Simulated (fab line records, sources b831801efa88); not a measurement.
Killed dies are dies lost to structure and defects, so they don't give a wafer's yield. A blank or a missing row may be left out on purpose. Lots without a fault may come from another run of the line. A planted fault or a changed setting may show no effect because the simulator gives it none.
A struck lot beside a sound one | flow sky130 | 15 steps out of a route of 708
Sound: wafers L639.2, L639.3, L639.6. Struck: wafers L652.1, L652.2, L652.6. The cause comes at the end.
At each step with rows: each side's tool, then ch and its chambers, then its first start. Under that, the readings that differ: sound wafers | struck wafers | difference of the means | sigmas: that difference in standard deviations of wafers without a fault.
alike: readings whose means differ by less than 2 such deviations, and words and numbers that are the same on both sides. not compared: withheld readings, readings that some wafer has no value for, bounds like >300 that may hide the same value, and numbers for which the record gives no deviation and whose values overlap.
The two part at a step that has a row with sigmas, a row that says differs or no value, or rows on one side only. Numbers that don't overlap but have no deviation are shown without sigmas and don't part them. A reading that every wafer of one side lacks parts them only if that side has two wafers or more.

first, 5 steps without rows for these wafers: SKY_LDD_LDN_COAT_02 (resist thk 1140 nm); SKY_LDD_LDN_SOFTBAKE_03 (time 60 s); SKY_LDD_LDN_EXPOSE_04 (exposes mask LDNTM, target cd 700 nm); SKY_LDD_LDN_PEB_05; SKY_LDD_LDN_DEVELOP_06 (develop time 60 s).
SKY_LDD_LDN_OVL_MEAS_07:
  sound on overlay-02, day 26 13:52; struck on overlay-02, day 30 05:47
  alike: LDD_LDN_OVL
then, 4 steps without rows for these wafers: SKY_LDD_LDN_IMPLANT_08; SKY_LDD_LDN_IMPLANT_09; SKY_LDD_LDN_IMPLANT_10; SKY_LDD_LDN_IMPLANT_11.
SKY_LDD_LDN_STRIP_12: strips in O2/N2.
  sound on plasma_asher-02 ch 0,1, day 26 14:29; struck on plasma_asher-02 ch 0,1, day 30 06:25
  alike: chamber_pressure_mTorr, drypump_motor_current_A, oes_product_au, strip_time_to_endpoint_s
  not compared: rf_hours_counter_h
SKY_LDD_LDN_TW_MEAS_13:
  sound on film_metro-02, day 26 14:36; struck on film_metro-03, day 30 06:31
  alike: LDD_LDN_TW
SKY_LDD_LDN_CLEAN_14: cleans in SC1/SC2, time 150 s.
  sound on wet_bench-04 ch 0, day 26 14:39; struck on wet_bench-04 ch 3, day 30 06:35
  reading          | sound             | struck            | difference | sigmas
  run_length_s (s) | 175.3 175.3 175.3 | 113.1 113.1 113.1 | -62.2      | -23
then, 1 step without rows for these wafers: SKY_SPACER_CVD_00 (deposits Si3N4 from DCS/NH3, target thk 43.1 nm, time 740 s).
-- the record jumps here: 20 days lie between the struck wafers' starts before and after (it left off in module SPACER and takes up again in module PAD_OPEN, whose first step shown is number 708 of the route) --
SKY_PAD_OPEN_PROBE_99:
  sound on prober-02, day 48 07:50; struck on prober-01, day 50 15:04
  reading                                       | sound                | struck               | difference | sigmas
  model.etest.diode_nwell_sub.leak_log10_a_cm2  | -7.304 -7.167 -7.385 | -7.089 -6.907 -6.805 | +0.352     |
  model.etest.diode_dnwell_sub.leak_log10_a_cm2 | -7.616 -7.512 -7.61  | -7.121 -6.892 -7.071 | +0.551     |
  alike: killed_at_M0_to_M3, killed_at_M4_up, killed_at_contacts, killed_at_front_end, killed_at_other, killed_dies, killed_open, killed_short
  not compared: model.etest.diode_pwell_dnwell.leak_log10_a_cm2

WHERE THEY PART
Only at SKY_LDD_LDN_CLEAN_14, within this record. Later steps at which nothing parts them and some readings are alike: SKY_PAD_OPEN_PROBE_99.

WHY: what the simulator had put in
Process parameter drift: wet_bench-04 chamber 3, from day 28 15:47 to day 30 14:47, at SKY_LDD_LDN_CLEAN_14. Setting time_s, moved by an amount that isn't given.
